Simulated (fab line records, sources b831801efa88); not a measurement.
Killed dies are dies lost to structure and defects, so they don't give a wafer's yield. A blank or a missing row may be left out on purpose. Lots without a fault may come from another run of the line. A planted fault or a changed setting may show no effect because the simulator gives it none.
fab line records | flow sky130
record lots=5 wafers=15 last_day=49
route steps=708 shown METAL5@672 PASSIVATION@681 PAD_OPEN@694
lots that met no fault: from a run of the same line without faults
start_h: hours from the record's first day to the start of the lot's first wafer shown | wait_h: hours since the lot's step before | " the same as in the row above | L1.1+2: a row that stands for several wafers | - no value, or no start given | * or withheld: withheld | < > ~ a bound
route shown NAME@n: a module of which the file shows steps, and the number in the route of the first | usual: mean/standard deviation of fault-free wafers | same: alike in all rows | chamber/n: place in a boat | sites: the reading at each site | _std_site: their standard deviation | _edge_site: outer sites' mean less inner sites' | radius_mm: how far each site lies from the wafer's centre | mask NAME#n: copy n | behind: the tool/chamber that last shaped the wafer | hold: why the lot was held/for how many hours/how that ended | device: the transistor (n, p or np) that didn't switch | end of line: the same wafers' tests at the end of the route | a step without rows: its recipe alone | killed: dies lost to structure and defects at the first sort, not the wafer's yield | map: a wafer's dies, x killed, . not, _ none there
set.NAME: the setting as run; set.NAME@STEP: as run at that earlier step | model.NAME: the simulator's own value behind a step, which no gauge read
lots at some steps of the route; a table a step, a row a wafer
services: from which hour (start_h, from the record's first day; less than 0 if before it) a tool's chamber was out of use, for how many hours, and why
## steps
# step SKY_METAL5_EXPOSE_11
# recipe mask_id=MM5 na=0.6 source_shape=conventional sigma_outer=0.6 polarization=unpolarized target_cd_nm=1600 dose_mj=190
# columns lot.wafer tool chamber start_h wait_h mask
L074.1+4+6 iline_stepper-02 0 - - MM5#0
L077.2+3+6 iline_stepper-02 0 - - MM5#0
L081.1+2+6 iline_stepper-02 0 - - MM5#0
L088.2+4+5 iline_stepper-01 0 - - MM5#0
L093.1+2+3 iline_stepper-02 0 - - MM5#0
# step SKY_METAL5_PEB_12
# recipe temp_c=withheld time_s=* resist=NOVOLAK
# columns lot.wafer tool chamber start_h wait_h
L074.1+4+6 litho_track-03 0 - -
L077.2+3+6 litho_track-03 0 - -
L081.1+2+6 litho_track-03 0 - -
L088.2+4+5 litho_track-02 0 - -
L093.1+2+3 litho_track-02 0 - -
# step SKY_METAL5_DEVELOP_13
# recipe resist=NOVOLAK developer=TMAH develop_time_s=60 dev_temp_c=23
# columns lot.wafer tool chamber start_h wait_h
L074.1+4+6 litho_track-03 0 1037.82 0.1
L077.2+3+6 litho_track-03 0 1044.74 0.1
L081.1+2+6 litho_track-03 0 1072.32 0.1
L088.2+4+5 litho_track-02 0 1115.54 0.1
L093.1+2+3 litho_track-02 0 1147.27 0.1
# step SKY_METAL5_DESCUM_14
# recipe chemistry=O2 source_power_w=150 bias_power_w=0 pressure_mtorr=10 temp_c=40 time_s=11
# usual drypump_motor_current_A=5.5/0.68 oes_product_au=1.002/0.0074
# same bias_power_w=0
# columns lot.wafer tool chamber start_h wait_h drypump_motor_current_A oes_product_au rf_hours_counter_h
L074.1 rie_metal-04 0 1037.97 0.1 6.1 1.003 19
L074.4 " 0 " " 6.1 1.003 -
L074.6 " 1 " " 4.7 1.006 -
L077.2 rie_metal-01 0 1044.87 0.1 5.6 1.021 9
L077.3 " 1 " " 5.2 1.006 -
L077.6 " 0 " " 5.6 0.998 -
L081.1 rie_metal-04 1 1072.47 0.1 4.7 0.984 16
L081.2 " 0 " " 6.1 1.017 22
L081.6 " 0 " " 6.1 0.992 -
L088.2 rie_metal-03 0 1115.67 0.1 5.0 0.989 18
L088.4 " 1 " " 6.6 1.007 -
L088.5 " 1 " " 6.7 1.005 -
L093.1 rie_metal-04 1 1147.42 0.1 4.7 1.003 22
L093.2 " 1 " " 4.7 0.997 -
L093.3 " 1 " " 4.7 1.002 -
# step SKY_METAL5_METAL_ETCH_15
# recipe target_depth_a=12600 stop_on=SiO2 over_etch_frac=0.2 time_s=252 chemistry=Cl2/BCl3 resist_sidewall_deg=86 pressure_mtorr=10 icp_w=900 bias_w=48.5 Cl2_flow_sccm=60 bcl3_flow_sccm=30
# usual bcl3_flow_sccm=29.99/0.092 drypump_motor_current_A=5.5/0.68 oes_product_au=0.895/0.0047 throttle_valve_pct=22.264/0.009
# columns lot.wafer tool chamber start_h wait_h bcl3_flow_sccm drypump_motor_current_A oes_product_au rf_hours_counter_h throttle_valve_pct
L074.1 rie_metal-04 0 1038.00 0.0 30.09 6.1 0.892 19 22.256
L074.4 " 0 " " 30.07 6.1 0.904 - 22.262
L074.6 " 1 " " 30.01 4.7 0.894 - 22.263
L077.2 rie_metal-01 0 1044.90 0.0 30.07 5.6 0.899 9 22.257
L077.3 " 1 " " 30.06 5.1 0.898 - 22.265
L077.6 " 0 " " 30.04 5.6 0.898 - 22.254
L081.1 rie_metal-04 1 1072.50 0.0 30.03 4.7 0.898 16 22.263
L081.2 " 0 " " 29.98 6.1 0.889 22 22.255
L081.6 " 0 " " 29.94 6.1 0.893 - 22.279
L088.2 rie_metal-03 0 1115.70 0.0 29.84 5.1 0.897 18 22.264
L088.4 " 1 " " 29.83 6.6 0.892 - 22.252
L088.5 " 1 " " 29.93 6.7 0.883 - 22.268
L093.1 rie_metal-04 1 1147.49 0.1 29.97 4.7 0.888 22 22.271
L093.2 " 1 " " 30.01 4.7 0.895 - 22.259
L093.3 " 1 " " 29.84 4.7 0.895 - 22.270
# step SKY_METAL5_STRIP_16
# recipe chemistry=O2/N2 power_w=1400 pressure_mtorr=1500 platen_temp_c=withheld o2_flow_sccm=3000 n2_flow_sccm=300 overash_fraction=0.5
# usual drypump_motor_current_A=5.5/0.55 n2_flow_sccm=300.0/0.88 oes_product_au=0.711/0.0043 strip_time_to_endpoint_s=13.02/0.096
# columns lot.wafer tool chamber start_h wait_h drypump_motor_current_A n2_flow_sccm oes_product_au rf_hours_counter_h strip_time_to_endpoint_s
L074.1 plasma_asher-03 1 1038.24 0.2 5.3 300.8 0.717 59 12.81
L074.4 " 0 " " 5.1 300.7 0.710 - 12.88
L074.6 " 0 " " 5.1 299.3 0.709 - 12.95
L077.2 plasma_asher-01 1 1045.14 0.2 6.0 300.0 0.712 28 13.05
L077.3 " 0 " " 6.2 298.8 0.710 - 12.93
L077.6 " 0 " " 6.2 300.5 0.714 - 13.03
L081.1 plasma_asher-03 0 1072.74 0.2 5.1 298.3 0.705 63 13.06
L081.2 " 1 " " 5.3 299.8 0.721 63 12.94
L081.6 " 0 " " 5.1 299.1 0.715 - 12.91
L088.2 plasma_asher-03 0 1115.94 0.2 5.1 300.6 0.713 68 13.02
L088.4 " 0 " " 5.1 299.6 0.707 - 13.06
L088.5 " 0 " " 5.1 301.1 0.710 - 13.04
L093.1 plasma_asher-01 1 1147.96 0.4 6.1 299.7 0.708 39 13.17
L093.2 " 0 " " 6.2 300.6 0.705 39 13.19
L093.3 " 1 " " 6.1 298.8 0.708 - 13.09
# step SKY_METAL5_STRIP_17
# recipe chemistry=post_etch_residue_remover time_s=1200 temp_c=72.5
# columns lot.wafer tool chamber start_h wait_h
L074.1+4+6 wet_bench-04 2 1038.34 0.1
L077.2+3+6 wet_bench-04 0 1045.26 0.1
L081.1+2+6 wet_bench-04 1 1072.84 0.1
L088.2+4+5 wet_bench-03 2 1116.04 0.1
L093.1+2+3 wet_bench-02 1 1148.06 0.1
# step SKY_METAL5_CLEAN_18
# recipe chemistry=IPA time_s=180 temp_c=25
# columns lot.wafer tool chamber start_h wait_h
L074.1+4+6 wet_bench-03 2 1038.68 0.0
L077.2+3+6 wet_bench-03 0 1045.60 0.0
L081.1+2+6 wet_bench-03 1 1073.18 0.0
L088.2+4+5 wet_bench-04 1 1116.38 0.0
L093.1+2+3 wet_bench-03 2 1148.40 0.0
# step SKY_METAL5_CLEAN_19
# recipe chemistry=O3/DIW dry=n2_spin
# columns lot.wafer tool chamber start_h wait_h
L074.1+4+6 wet_bench-02 0 1038.74 0.0
L077.2+3+6 wet_bench-04 0 1045.67 0.0
L081.1+2+6 wet_bench-02 3 1073.24 0.0
L088.2+4+5 wet_bench-02 1 1116.44 0.0
L093.1+2+3 wet_bench-02 2 1148.46 0.0
# step SKY_PASSIVATION_CVD_00
# recipe material=SiO2 target_thk_nm=90 temp_c=400 time_s=withheld rf_w=600
# usual heater_power_w=670/120
# columns lot.wafer tool chamber start_h wait_h heater_power_w
L074.1 pecvd-02 2 1038.83 0.0 663
L074.4 " 1 " " 692
L074.6 " 2 " " 680
L077.2 pecvd-02 2 1045.76 0.0 660
L077.3 " 0 " " 744
L077.6 " 0 " " 738
L081.1 pecvd-01 2 1073.33 0.0 638
L081.2 " 1 " " 415
L081.6 " 1 " " 415
L088.2 pecvd-01 2 1116.53 0.0 735
L088.4 " 2 " " 731
L088.5 " 0 " " 593
L093.1 pecvd-02 2 1148.55 0.0 734
L093.2 " 1 " " 715
L093.3 " 0 " " 730
# step SKY_PASSIVATION_THK_MEAS_01
# recipe reads=SiO2_of_PASSIVATION_CVD_00
# usual PASSIVATION_CVD_00_THK=90.0/1.2
# columns lot.wafer tool chamber start_h wait_h PASSIVATION_CVD_00_THK[nm]
L074.1 film_metro-03 - 1038.86 - 90.2
L074.4 " - " " 91.2
L074.6 " - " " 92.7
L077.2 film_metro-01 - 1045.79 - 89.5
L077.3 " - " " 87.4
L077.6 " - " " 89.6
L081.1 film_metro-04 - 1073.36 - 89.1
L081.2 " - " " 88.3
L081.6 " - " " 91.2
L088.2 film_metro-01 - 1116.57 - 89.7
L088.4 " - " " 90.2
L088.5 " - " " 90.6
L093.1 film_metro-01 - 1148.57 - 88.8
L093.2 " - " " 89.2
L093.3 " - " " 88.2
# step SKY_PASSIVATION_CVD_02
# recipe material=Si3N4 target_thk_nm=540 temp_c=400 time_s=withheld rf_w=450
# usual heater_power_w=720/150
# columns lot.wafer tool chamber start_h wait_h heater_power_w
L074.1 pecvd-03 0 1038.92 0.1 735
L074.4 " 0 " " 775
L074.6 " 2 " " 849
L077.2 pecvd-03 0 1045.84 0.0 747
L077.3 " 1 " " 541
L077.6 " 0 " " 790
L081.1 pecvd-03 1 1073.42 0.1 637
L081.2 " 0 " " 861
L081.6 " 0 " " 699
L088.2 pecvd-03 0 1116.62 0.0 749
L088.4 " 0 " " 814
L088.5 " 1 " " 546
L093.1 pecvd-01 2 1148.63 0.1 794
L093.2 " 0 " " 733
L093.3 " 1 " " 507
# step SKY_PASSIVATION_THK_MEAS_03
# recipe reads=Si3N4_of_PASSIVATION_CVD_02
# usual PASSIVATION_CVD_02_THK=539/6.9
# columns lot.wafer tool chamber start_h wait_h PASSIVATION_CVD_02_THK[nm]
L074.1 film_metro-01 - 1039.15 - 532
L074.4 " - " " 537
L074.6 " - " " 539
L077.2 film_metro-01 - 1046.08 - 533
L077.3 " - " " 541
L077.6 " - " " 538
L081.1 film_metro-04 - 1073.65 - 538
L081.2 " - " " 528
L081.6 " - " " 537
L088.2 film_metro-03 - 1116.85 - 537
L088.4 " - " " 551
L088.5 " - " " 543
L093.1 film_metro-04 - 1148.86 - 535
L093.2 " - " " 526
L093.3 " - " " 527
# step SKY_PASSIVATION_DEHYDRATE_04
# recipe temp_c=200 time_s=60
# columns lot.wafer tool chamber start_h wait_h
L074.1+4+6 litho_track-01 0 1049.25 10.1
L077.2+3+6 litho_track-01 0 1056.48 10.4
L081.1+2+6 litho_track-03 0 1083.72 10.1
L088.2+4+5 litho_track-04 0 1126.56 9.7
L093.1+2+3 litho_track-01 0 1157.11 8.2
# step SKY_PASSIVATION_HMDS_05
# recipe prime_time_s=60 prime_temp_c=120
# columns lot.wafer tool chamber start_h wait_h
L074.1+4+6 litho_track-01 0 1049.40 0.1
L077.2+3+6 litho_track-01 0 1056.63 0.1
L081.1+2+6 litho_track-03 0 1083.87 0.1
L088.2+4+5 litho_track-04 0 1126.71 0.1
L093.1+2+3 litho_track-01 0 1157.26 0.1
# step SKY_PASSIVATION_COAT_06
# recipe spin_rpm=2000 resist_thk_nm=3000
# columns lot.wafer tool chamber start_h wait_h
L074.1+4+6 litho_track-01 0 1049.55 0.1
L077.2+3+6 litho_track-01 0 1056.78 0.1
L081.1+2+6 litho_track-03 0 1084.02 0.1
L088.2+4+5 litho_track-04 0 1126.86 0.1
L093.1+2+3 litho_track-01 0 1157.41 0.1
# step SKY_PASSIVATION_SOFTBAKE_07
# recipe temp_c=110 time_s=withheld
# columns lot.wafer tool chamber start_h wait_h
L074.1+4+6 litho_track-01 0 1049.70 0.1
L077.2+3+6 litho_track-01 0 1056.94 0.1
L081.1+2+6 litho_track-03 0 1084.17 0.1
L088.2+4+5 litho_track-04 0 1127.02 0.1
L093.1+2+3 litho_track-01 0 1157.56 0.1
# step SKY_PASSIVATION_EXPOSE_08
# recipe mask_id=NSM target_cd_nm=3000 na=0.57 dose_mj=260
# columns lot.wafer tool chamber start_h wait_h mask
L074.1+4+6 iline_stepper-01 0 - - NSM#0
L077.2+3+6 iline_stepper-02 0 - - NSM#0
L081.1+2+6 iline_stepper-02 0 - - NSM#0
L088.2+4+5 iline_stepper-01 0 - - NSM#0
L093.1+2+3 iline_stepper-01 0 - - NSM#0
# step SKY_PASSIVATION_PEB_09
# recipe temp_c=115 time_s=withheld
# columns lot.wafer tool chamber start_h wait_h
L074.1+4+6 litho_track-03 0 - -
L077.2+3+6 litho_track-01 0 - -
L081.1+2+6 litho_track-01 0 - -
L088.2+4+5 litho_track-04 0 - -
L093.1+2+3 litho_track-03 0 - -
# step SKY_PASSIVATION_DEVELOP_10
# recipe develop_time_s=60 dev_temp_c=23
# columns lot.wafer tool chamber start_h wait_h
L074.1+4+6 litho_track-03 0 - -
L077.2+3+6 litho_track-01 0 - -
L081.1+2+6 litho_track-01 0 - -
L088.2+4+5 litho_track-04 0 - -
L093.1+2+3 litho_track-03 0 - -
# step SKY_PASSIVATION_ETCH_11
# recipe chemistry=CF4/O2 target_depth_nm=725 stop_on=AlCu source_w=800 bias_w=150 pressure_mtorr=150 cf4_flow_sccm=80 O2_flow_sccm=10 time_s=161.1
# usual drypump_motor_current_A=5.8/0.47 oes_product_au=0.977/0.0065 throttle_valve_pct=5.965/0.0094
# columns lot.wafer tool chamber start_h wait_h drypump_motor_current_A oes_product_au rf_hours_counter_h throttle_valve_pct
L074.1 rie_diel-02 2 1061.72 - 6.3 0.968 14 5.941
L074.4 " 3 " " 6.2 0.974 25 5.976
L074.6 " 1 " " 6.0 0.984 - 5.947
L077.2 rie_diel-02 0 1067.90 - 5.8 0.967 15 5.976
L077.3 " 3 " " 6.1 0.979 25 5.968
L077.6 " 3 " " 6.2 0.985 - 5.956
L081.1 rie_diel-01 3 1094.15 - 5.3 0.979 15 5.972
L081.2 " 0 " " 6.5 0.979 20 5.972
L081.6 " 0 " " 6.5 0.974 - 5.966
L088.2 rie_diel-03 1 1136.53 - 5.7 0.979 14 5.971
L088.4 " 0 " " 6.1 0.987 16 5.957
L088.5 " 2 " " 5.7 0.974 - 5.967
L093.1 rie_diel-01 3 1166.17 - 5.3 0.973 18 5.954
L093.2 " 0 " " 6.5 0.975 23 5.975
L093.3 " 1 " " 4.7 0.973 2 5.968
# step SKY_PASSIVATION_STRIP_12
# recipe chemistry=O2/N2 power_w=1400 pressure_mtorr=1500 platen_temp_c=withheld overash_fraction=0.7 o2_flow_sccm=3000 n2_flow_sccm=300
# usual drypump_motor_current_A=5.4/0.53 n2_flow_sccm=299.9/0.84 oes_product_au=0.661/0.0046 strip_time_to_endpoint_s=31.54/0.15
# columns lot.wafer tool chamber start_h wait_h drypump_motor_current_A n2_flow_sccm oes_product_au rf_hours_counter_h strip_time_to_endpoint_s
L074.1 plasma_asher-04 1 1061.83 0.1 4.9 298.8 0.654 94 31.49
L074.4 " 0 " " 5.4 299.7 0.659 - 31.50
L074.6 " 0 " " 5.5 298.5 0.660 - 31.65
L077.2 plasma_asher-04 0 1068.01 0.1 5.5 301.5 0.659 95 31.26
L077.3 " 0 " " 5.5 300.7 0.660 - 31.42
L077.6 " 1 " " 5.0 300.8 0.664 - 31.39
L081.1 plasma_asher-02 1 1094.26 0.1 5.0 299.5 0.658 4 31.57
L081.2 " 0 " " 4.8 299.3 0.658 4 31.47
L081.6 " 0 " " 4.8 299.1 0.668 - 31.41
L088.2 plasma_asher-01 0 1136.64 0.1 6.2 300.6 0.657 38 31.38
L088.4 " 0 " " 6.2 300.8 0.666 - 31.64
L088.5 " 1 " " 6.0 298.2 0.654 - 31.47
L093.1 plasma_asher-04 0 1166.28 0.1 5.5 301.1 0.665 101 31.51
L093.2 " 1 " " 4.9 298.3 0.662 101 31.50
L093.3 " 0 " " 5.4 300.8 0.662 - 31.43
# step SKY_PAD_OPEN_DEHYDRATE_00
# recipe temp_c=200 time_s=60
# columns lot.wafer tool chamber start_h wait_h
L074.1+4+6 litho_track-01 0 1071.75 9.9
L077.2+3+6 litho_track-01 0 1077.58 9.5
L081.1+2+6 litho_track-03 0 1104.17 9.9
L088.2+4+5 litho_track-02 0 1145.34 8.7
L093.1+2+3 litho_track-02 0 1174.32 8.0
# step SKY_PAD_OPEN_HMDS_01
# recipe prime_time_s=60 prime_temp_c=120
# columns lot.wafer tool chamber start_h wait_h
L074.1+4+6 litho_track-01 0 1071.90 0.1
L077.2+3+6 litho_track-01 0 1077.73 0.1
L081.1+2+6 litho_track-03 0 1104.32 0.1
L088.2+4+5 litho_track-02 0 1145.49 0.1
L093.1+2+3 litho_track-02 0 1174.47 0.1
# step SKY_PAD_OPEN_COAT_02
# recipe spin_rpm=2000 resist_thk_nm=3000
# columns lot.wafer tool chamber start_h wait_h
L074.1+4+6 litho_track-01 0 1072.05 0.1
L077.2+3+6 litho_track-01 0 1077.88 0.1
L081.1+2+6 litho_track-03 0 1104.47 0.1
L088.2+4+5 litho_track-02 0 1145.64 0.1
L093.1+2+3 litho_track-02 0 1174.62 0.1
# step SKY_PAD_OPEN_SOFTBAKE_03
# recipe temp_c=110 time_s=withheld
# columns lot.wafer tool chamber start_h wait_h
L074.1+4+6 litho_track-01 0 1072.20 0.1
L077.2+3+6 litho_track-01 0 1078.04 0.1
L081.1+2+6 litho_track-03 0 1104.62 0.1
L088.2+4+5 litho_track-02 0 1145.80 0.1
L093.1+2+3 litho_track-02 0 1174.77 0.1
# step SKY_PAD_OPEN_EXPOSE_04
# recipe mask_id=PDM target_cd_nm=60000 na=0.57 dose_mj=260
# columns lot.wafer tool chamber start_h wait_h mask
L074.1+4+6 iline_stepper-01 0 - - PDM#0
L077.2+3+6 iline_stepper-02 0 - - PDM#0
L081.1+2+6 iline_stepper-01 0 - - PDM#0
L088.2+4+5 iline_stepper-01 0 - - PDM#0
L093.1+2+3 iline_stepper-02 0 - - PDM#0
# step SKY_PAD_OPEN_PEB_05
# recipe temp_c=115 time_s=withheld
# columns lot.wafer tool chamber start_h wait_h
L074.1+4+6 litho_track-02 0 - -
L077.2+3+6 litho_track-01 0 - -
L081.1+2+6 litho_track-01 0 - -
L088.2+4+5 litho_track-03 0 - -
L093.1+2+3 litho_track-02 0 - -
# step SKY_PAD_OPEN_DEVELOP_06
# recipe develop_time_s=60 dev_temp_c=23
# columns lot.wafer tool chamber start_h wait_h
L074.1+4+6 litho_track-02 0 - -
L077.2+3+6 litho_track-01 0 - -
L081.1+2+6 litho_track-01 0 - -
L088.2+4+5 litho_track-03 0 - -
L093.1+2+3 litho_track-02 0 - -
# step SKY_PAD_OPEN_ETCH_07
# recipe chemistry=CF4/O2 target_depth_nm=725 stop_on=AlCu source_w=800 bias_w=150 pressure_mtorr=150 cf4_flow_sccm=80 O2_flow_sccm=10 time_s=161.1
# usual drypump_motor_current_A=5.8/0.58 oes_product_au=0.978/0.0077 throttle_valve_pct=5.964/0.01
# columns lot.wafer tool chamber start_h wait_h drypump_motor_current_A oes_product_au rf_hours_counter_h throttle_valve_pct
L074.1 rie_diel-02 0 1082.67 - 5.9 0.978 16 5.978
L074.4 " 3 " " 6.2 0.982 25 5.965
L074.6 " 3 " " 6.1 0.982 - 5.973
L077.2 rie_diel-01 0 1089.15 - 6.5 0.976 19 5.969
L077.3 " 3 " " 5.3 0.968 14 5.958
L077.6 " 0 " " 6.5 0.978 - 5.959
L081.1 rie_diel-01 3 1114.56 - 5.4 0.973 16 5.946
L081.2 " 0 " " 6.5 0.977 20 5.952
L081.6 " 3 " " 5.4 0.976 - 5.966
L088.2 rie_diel-04 0 1155.12 - 5.5 0.981 21 5.948
L088.4 " 0 " " 5.5 0.988 - 5.970
L088.5 " 3 " " 6.1 0.979 - 5.968
L093.1 rie_diel-04 2 1182.92 - 6.3 0.972 17 5.969
L093.2 " 1 " " 6.4 0.965 16 5.961
L093.3 " 3 " " 6.1 0.963 6 5.953
# step SKY_PAD_OPEN_STRIP_08
# recipe chemistry=O2/N2 power_w=1400 pressure_mtorr=1500 platen_temp_c=withheld overash_fraction=0.7 o2_flow_sccm=3000 n2_flow_sccm=300
# usual drypump_motor_current_A=5.08/0.22 n2_flow_sccm=300.0/0.95 oes_product_au=0.663/0.0045 strip_time_to_endpoint_s=37.04/0.11
# columns lot.wafer tool chamber start_h wait_h drypump_motor_current_A n2_flow_sccm oes_product_au rf_hours_counter_h strip_time_to_endpoint_s
L074.1 plasma_asher-02 1 1082.77 0.1 5.03 300.7 0.667 2 36.95
L074.4 " 1 " " 5.02 302.7 0.658 - 37.01
L074.6 " 1 " " 5.03 301.1 0.666 - 36.95
L077.2 plasma_asher-02 0 1089.26 0.1 4.76 299.9 0.658 3 37.03
L077.3 " 1 " " 5.03 299.5 0.657 - 37.07
L077.6 " 1 " " 5.05 300.4 0.664 - 37.14
L081.1 plasma_asher-03 1 1114.66 0.1 5.31 298.6 0.664 68 37.22
L081.2 " 0 " " 5.09 300.9 0.657 68 37.26
L081.6 " 1 " " 5.29 299.3 0.661 - 37.26
L088.2 plasma_asher-03 1 1155.23 0.1 5.30 300.7 0.664 72 37.16
L088.4 " 0 " " 5.08 299.0 0.661 - 37.14
L088.5 " 1 " " 5.30 299.3 0.668 - 37.10
L093.1 plasma_asher-03 0 1183.03 0.1 5.12 300.9 0.659 75 36.93
L093.2 " 1 " " 5.31 300.9 0.668 75 37.07
L093.3 " 1 " " 5.29 301.2 0.661 - 37.04
# step SKY_PAD_OPEN_STRIP_09
# recipe chemistry=post_etch_residue_remover time_s=1146 temp_c=72.5
# columns lot.wafer tool chamber start_h wait_h
L074.1+4+6 wet_bench-02 2 1082.87 0.1
L077.2+3+6 wet_bench-01 2 1089.36 0.1
L081.1+2+6 wet_bench-01 0 1114.76 0.1
L088.2+4+5 wet_bench-01 0 1155.33 0.1
L093.1+2+3 wet_bench-01 3 1183.13 0.1
# step SKY_PAD_OPEN_CLEAN_10
# recipe chemistry=IPA time_s=180 temp_c=25
# columns lot.wafer tool chamber start_h wait_h
L074.1+4+6 wet_bench-01 0 1083.56 0.0
L077.2+3+6 wet_bench-01 0 1089.70 0.0
L081.1+2+6 wet_bench-03 2 1115.10 0.0
L088.2+4+5 wet_bench-02 2 1155.67 0.0
L093.1+2+3 wet_bench-03 0 1183.47 0.0
# step SKY_PAD_OPEN_CLEAN_11
# recipe chemistry=O3/DIW dry=n2_spin
# columns lot.wafer tool chamber start_h wait_h
L074.1+4+6 wet_bench-02 0 1083.62 0.0
L077.2+3+6 wet_bench-01 0 1089.76 0.0
L081.1+2+6 wet_bench-02 3 1115.16 0.0
L088.2+4+5 wet_bench-01 3 1155.73 0.0
L093.1+2+3 wet_bench-02 1 1183.53 0.0
# step SKY_PAD_OPEN_ANNEAL_12
# recipe temp_c=396.4 time_s=withheld ambient=N2/H2 idle_temp_c=300 ramp_up_c_per_min=8 ramp_down_c_per_min=4
# usual spike_tc_upper_C=395.5/1.1 tube_center_temp_C=396.39/0.035
# columns lot.wafer tool chamber start_h wait_h spike_tc_upper_C tube_center_temp_C
L074.1 furnace-02 0 1083.80 0.0 395.3 396.39
L074.4 " 0 " " 396.3 396.4
L074.6 " 0 " " 395.5 396.42
L077.2 furnace-01 0 1089.85 0.0 394.4 396.36
L077.3 " 0 " " 395.6 396.36
L077.6 " 0 " " 395.9 396.45
L081.1 furnace-01 0 1115.25 0.0 396.7 396.39
L081.2 " 0 " " 395.9 396.38
L081.6 " 0 " " 395.3 396.4
L088.2 furnace-02 0 1155.82 0.0 394.5 396.39
L088.4 " 0 " " 395.8 396.42
L088.5 " 0 " " 395.6 396.36
L093.1 furnace-01 0 1183.62 0.0 394.8 396.38
L093.2 " 0 " " 392.6 396.42
L093.3 " 0 " " 395.3 396.38
# step SKY_PAD_OPEN_BOW_MEAS_13
# recipe mode=bow
# usual PAD_OPEN_BOW=49/9.8
# columns lot.wafer tool chamber start_h wait_h PAD_OPEN_BOW[um]
L074.1 film_metro-01 - 1085.30 - 56
L074.4 " - " " 51
L074.6 " - " " 56
L077.2 film_metro-04 - 1091.37 - 51
L077.3 " - " " 38
L077.6 " - " " 39
L081.1 film_metro-04 - 1116.75 - 52
L081.2 " - " " 47
L081.6 " - " " 62
L088.2 film_metro-02 - 1157.34 - 30
L088.4 " - " " 30
L088.5 " - " " 21
L093.1 film_metro-04 - 1185.12 - 63
L093.2 " - " " 36
L093.3 " - " " 53
## services
# columns tool chamber start_h hours kind
rie_diel-02 - 1003.77 1.2 repair
plasma_asher-01 - 1011.62 2.0 repair
plasma_asher-02 - 1012.49 1.0 repair
wet_bench-03 - 1017.35 10.9 repair
pecvd-01 1 1033.51 10.9 repair
pecvd-02 - 1044.34 0.9 repair
rie_diel-02 - 1051.97 0.4 repair
plasma_asher-02 - 1055.25 9.0 pm
rie_diel-01 - 1060.41 2.8 pm
pecvd-01 0 1073.20 6.7 repair
plasma_asher-03 - 1077.47 3.0 repair
wet_bench-04 - 1078.18 3.5 repair
rie_diel-02 2 1079.30 2.5 repair
plasma_asher-04 - 1080.56 28.1 pm
pecvd-01 2 1087.13 2.0 repair
wet_bench-04 - 1091.65 1.9 pm
rie_metal-04 - 1113.84 2.8 pm
pecvd-02 2 1116.20 4.7 repair
pecvd-03 - 1121.98 0.9 repair
iline_stepper-02 - 1124.24 1.7 pm
plasma_asher-03 - 1145.34 5.4 repair
rie_diel-01 1 1157.99 4.4 repair
iline_stepper-02 - 1164.30 2.6 repair
pecvd-03 - 1167.74 1.7 repair
## key
fault none
